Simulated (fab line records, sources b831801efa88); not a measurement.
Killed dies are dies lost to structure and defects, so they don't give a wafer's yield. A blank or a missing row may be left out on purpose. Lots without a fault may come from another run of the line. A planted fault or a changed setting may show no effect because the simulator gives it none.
Which tool did it? | flow sky130 | 7 lots, 21 wafers sampled, at 1 step of a route of 708

WHAT THE GAUGES READ, wafer by wafer
SKY_SD_N_RS_MEAS_16: measures by four-point-probe.
lot  | measured     | on            | SD_N_RS (ohm/sq)
L890 | day 30 07:55 | film_metro-03 | 68.41 68.48 68.54
L892 | day 30 11:11 | film_metro-02 | 68.56 68.62 68.56
L893 | day 31 10:14 | film_metro-01 | 68.25 68.28 68.41
L896 | day 31 22:32 | film_metro-02 | 68.42 68.43 68.51
L897 | day 33 07:29 | film_metro-02 | 68.42 68.45 68.46
L905 | day 34 03:38 | film_metro-03 | 68.39 68.40 68.40
L909 | day 35 07:41 | film_metro-03 | 68.56 68.58 68.38

WHICH TOOL RAN EACH LOT (tool, then ch and the chambers of the sampled wafers, then the start)
The record holds no process step before these readings.

THE ANSWER, worked out from the rows above alone
Rule: what is usual is taken from the lots themselves. Put in order of their means at a reading, lots are off if they are a third of the lots or fewer, leave a main group of 4 or more, and stand apart from it by a gap of 3 or more times the standard deviation of the main group's means; of several such gaps the widest counts. A main group whose means are all the same, to the digits that the tables above print for the reading, isn't used. A lot without any number at a reading at which 4 lots or more have one is off too. The other lots that the step has rows for count as sound.
No lot is off at any reading shown: from this, nothing can be told.

WHAT THE SIMULATOR HAD PUT IN
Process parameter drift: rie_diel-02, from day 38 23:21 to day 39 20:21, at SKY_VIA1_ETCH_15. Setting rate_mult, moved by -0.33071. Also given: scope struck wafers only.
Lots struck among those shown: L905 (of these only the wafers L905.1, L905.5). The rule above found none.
